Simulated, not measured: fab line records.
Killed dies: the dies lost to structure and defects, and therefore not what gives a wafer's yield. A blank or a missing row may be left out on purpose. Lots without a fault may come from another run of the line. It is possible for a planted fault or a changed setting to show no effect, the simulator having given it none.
Commonality check across tools || flow sky130 || Sample size 14 lots and 48 wafers

## WHAT PROMPTED THE OPENING
2 of 14 lots carry a flag on the reading LDD_LDN_TW at SKY_LDD_LDN_TW_MEAS_13. Wafers without a fault read 1481, standard deviation 7.8.
Rule: a lot is flagged in two cases, either no wafer of it has a number, or all its wafers with numbers fall more than 4 standard deviations from that mean. The rest of the lots are taken to be sound.

{"lot": "L980", "measured": "day 23 10:51", "on": "filmMetro-03", "LDD_LDN_TW, wafer by wafer": "1487 1493 1484", "flag": ""}
{"lot": "L983", "measured": "day 23 18:08", "on": "filmMetro-04", "LDD_LDN_TW, wafer by wafer": "1472 1472 1472", "flag": ""}
{"lot": "L985", "measured": "day 24 13:38", "on": "filmMetro-03", "LDD_LDN_TW, wafer by wafer": "1490 1492 1479", "flag": ""}
{"lot": "L986", "measured": "day 25 02:47", "on": "filmMetro-01", "LDD_LDN_TW, wafer by wafer": "1473 1466 1474", "flag": ""}
{"lot": "L988", "measured": "day 26 05:16", "on": "filmMetro-01", "LDD_LDN_TW, wafer by wafer": "1472 1473 1472", "flag": ""}
{"lot": "L991", "measured": "day 27 05:58", "on": "filmMetro-01", "LDD_LDN_TW, wafer by wafer": "1484 1483 1481", "flag": ""}
{"lot": "L992", "measured": "day 27 11:14", "on": "filmMetro-01", "LDD_LDN_TW, wafer by wafer": "1359 1359 1352 1357 1355 1361", "flag": "FLAGGED"}
{"lot": "L993", "measured": "day 28 00:18", "on": "filmMetro-04", "LDD_LDN_TW, wafer by wafer": "1350 1361 1357 1365 1361 1358", "flag": "FLAGGED"}
{"lot": "L995", "measured": "day 28 07:41", "on": "filmMetro-04", "LDD_LDN_TW, wafer by wafer": "1484 1483 1484", "flag": ""}
{"lot": "L997", "measured": "day 29 00:07", "on": "filmMetro-01", "LDD_LDN_TW, wafer by wafer": "1463 1477 1476", "flag": ""}
{"lot": "L998", "measured": "day 29 07:41", "on": "filmMetro-03", "LDD_LDN_TW, wafer by wafer": "1489 1494 1488", "flag": ""}
{"lot": "L101", "measured": "day 30 00:41", "on": "filmMetro-03", "LDD_LDN_TW, wafer by wafer": "1478 1487 1495", "flag": ""}
{"lot": "L102", "measured": "day 30 16:56", "on": "filmMetro-03", "LDD_LDN_TW, wafer by wafer": "1479 1485 1489", "flag": ""}
{"lot": "L103", "measured": "day 30 21:20", "on": "filmMetro-03", "LDD_LDN_TW, wafer by wafer": "1481 1492 1483", "flag": ""}
On average the flagged lots' numbers are 1358, which is -123 against the usual, or -16 standard deviations.

## EACH LOT AND THE TOOL IT RAN ON
Before the reading, the record contains 2 process steps out of a 708-step route. Cell contents, in order: the tool; ch with the chambers the sampled wafers went through; the start.
{"lot": "L980", "flag": "", "SKY_LDD_HVN_STRIP_09": "plasmaAsher-03 ch 0,1, day 20 21:30", "SKY_LDD_LDN_IMPLANT_11": "implanter-02 ch 0, day 23 10:38"}
{"lot": "L983", "flag": "", "SKY_LDD_HVN_STRIP_09": "plasmaAsher-02 ch 0,1, day 21 06:08", "SKY_LDD_LDN_IMPLANT_11": "implanter-01 ch 0, day 23 17:53"}
{"lot": "L985", "flag": "", "SKY_LDD_HVN_STRIP_09": "plasmaAsher-02 ch 0, day 22 00:04", "SKY_LDD_LDN_IMPLANT_11": "implanter-03 ch 0, day 24 13:23"}
{"lot": "L986", "flag": "", "SKY_LDD_HVN_STRIP_09": "plasmaAsher-03 ch 0,1, day 22 13:18", "SKY_LDD_LDN_IMPLANT_11": "implanter-03 ch 0, day 25 02:32"}
{"lot": "L988", "flag": "", "SKY_LDD_HVN_STRIP_09": "plasmaAsher-02 ch 0,1, day 23 16:07", "SKY_LDD_LDN_IMPLANT_11": "implanter-02 ch 0, day 26 05:03"}
{"lot": "L991", "flag": "", "SKY_LDD_HVN_STRIP_09": "plasmaAsher-03 ch 0,1, day 24 18:02", "SKY_LDD_LDN_IMPLANT_11": "implanter-02 ch 0, day 27 05:43"}
{"lot": "L992", "flag": "FLAGGED", "SKY_LDD_HVN_STRIP_09": "plasmaAsher-02 ch 0,1, day 24 23:56", "SKY_LDD_LDN_IMPLANT_11": "implanter-01, day 27 10:59"}
{"lot": "L993", "flag": "FLAGGED", "SKY_LDD_HVN_STRIP_09": "plasmaAsher-01 ch 0,1, day 25 12:58", "SKY_LDD_LDN_IMPLANT_11": "implanter-01, day 28 00:05"}
{"lot": "L995", "flag": "", "SKY_LDD_HVN_STRIP_09": "plasmaAsher-03 ch 0,1, day 25 19:37", "SKY_LDD_LDN_IMPLANT_11": "implanter-01 ch 0, day 28 07:27"}
{"lot": "L997", "flag": "", "SKY_LDD_HVN_STRIP_09": "plasmaAsher-01 ch 0,1, day 26 11:48", "SKY_LDD_LDN_IMPLANT_11": "implanter-02 ch 0, day 28 23:52"}
{"lot": "L998", "flag": "", "SKY_LDD_HVN_STRIP_09": "plasmaAsher-01 ch 1, day 26 20:07", "SKY_LDD_LDN_IMPLANT_11": "implanter-03 ch 0, day 29 07:27"}
{"lot": "L101", "flag": "", "SKY_LDD_HVN_STRIP_09": "plasmaAsher-01 ch 0,1, day 27 13:19", "SKY_LDD_LDN_IMPLANT_11": "implanter-02 ch 0, day 30 00:26"}
{"lot": "L102", "flag": "", "SKY_LDD_HVN_STRIP_09": "plasmaAsher-02 ch 0,1, day 28 05:27", "SKY_LDD_LDN_IMPLANT_11": "implanter-01 ch 0, day 30 16:41"}
{"lot": "L103", "flag": "", "SKY_LDD_HVN_STRIP_09": "plasmaAsher-03 ch 0,1, day 28 11:12", "SKY_LDD_LDN_IMPLANT_11": "implanter-03 ch 0, day 30 21:05"}
What is done by these steps:
- SKY_LDD_HVN_STRIP_09: strips in O2/N2.
- SKY_LDD_LDN_IMPLANT_11
- SKY_LDD_LDN_TW_MEAS_13

## FLAGGED OVER TOTAL, TOOL BY TOOL (the gauges that took the reading come last)
{"step": "SKY_LDD_HVN_STRIP_09", "tool": "plasmaAsher-01", "lots run": 4, "flagged": 1, "share of the flagged lots": "some", "sound lots run after its first flagged lot": "3 (L997,L998,L101)"}
{"step": "SKY_LDD_HVN_STRIP_09", "tool": "plasmaAsher-02", "lots run": 5, "flagged": 1, "share of the flagged lots": "some", "sound lots run after its first flagged lot": "1 (L102)"}
{"step": "SKY_LDD_HVN_STRIP_09", "tool": "plasmaAsher-03", "lots run": 5, "flagged": 0, "share of the flagged lots": "none", "sound lots run after its first flagged lot": "-"}
{"step": "SKY_LDD_LDN_IMPLANT_11", "tool": "implanter-01", "lots run": 5, "flagged": 2, "share of the flagged lots": "all", "sound lots run after its first flagged lot": "2 (L995,L102)"}
{"step": "SKY_LDD_LDN_IMPLANT_11", "tool": "implanter-02", "lots run": 5, "flagged": 0, "share of the flagged lots": "none", "sound lots run after its first flagged lot": "-"}
{"step": "SKY_LDD_LDN_IMPLANT_11", "tool": "implanter-03", "lots run": 4, "flagged": 0, "share of the flagged lots": "none", "sound lots run after its first flagged lot": "-"}
{"step": "SKY_LDD_LDN_TW_MEAS_13", "tool": "filmMetro-01", "lots run": 5, "flagged": 1, "share of the flagged lots": "some", "sound lots run after its first flagged lot": "1 (L997)"}
{"step": "SKY_LDD_LDN_TW_MEAS_13", "tool": "filmMetro-03", "lots run": 6, "flagged": 0, "share of the flagged lots": "none", "sound lots run after its first flagged lot": "-"}
{"step": "SKY_LDD_LDN_TW_MEAS_13", "tool": "filmMetro-04", "lots run": 3, "flagged": 1, "share of the flagged lots": "some", "sound lots run after its first flagged lot": "1 (L995)"}

## THE TABLE: WHAT IT ALLOWS
In the table, 1 row covers all flagged lots: implanter-01 at SKY_LDD_LDN_IMPLANT_11.
- implanter-01 at SKY_LDD_LDN_IMPLANT_11: 2 of its 5 lots flagged. After the first flagged lot (L995, L102), sound lots still ran on it; a lasting fault on the whole tool would not permit that. On the flagged lots its readings are blank where sound lots have values: beamEnergyKeV, beamOnS.
Every row of the table either missed a flagged lot or ran a sound lot after the first.

## WHAT THE SIMULATOR PUT IN
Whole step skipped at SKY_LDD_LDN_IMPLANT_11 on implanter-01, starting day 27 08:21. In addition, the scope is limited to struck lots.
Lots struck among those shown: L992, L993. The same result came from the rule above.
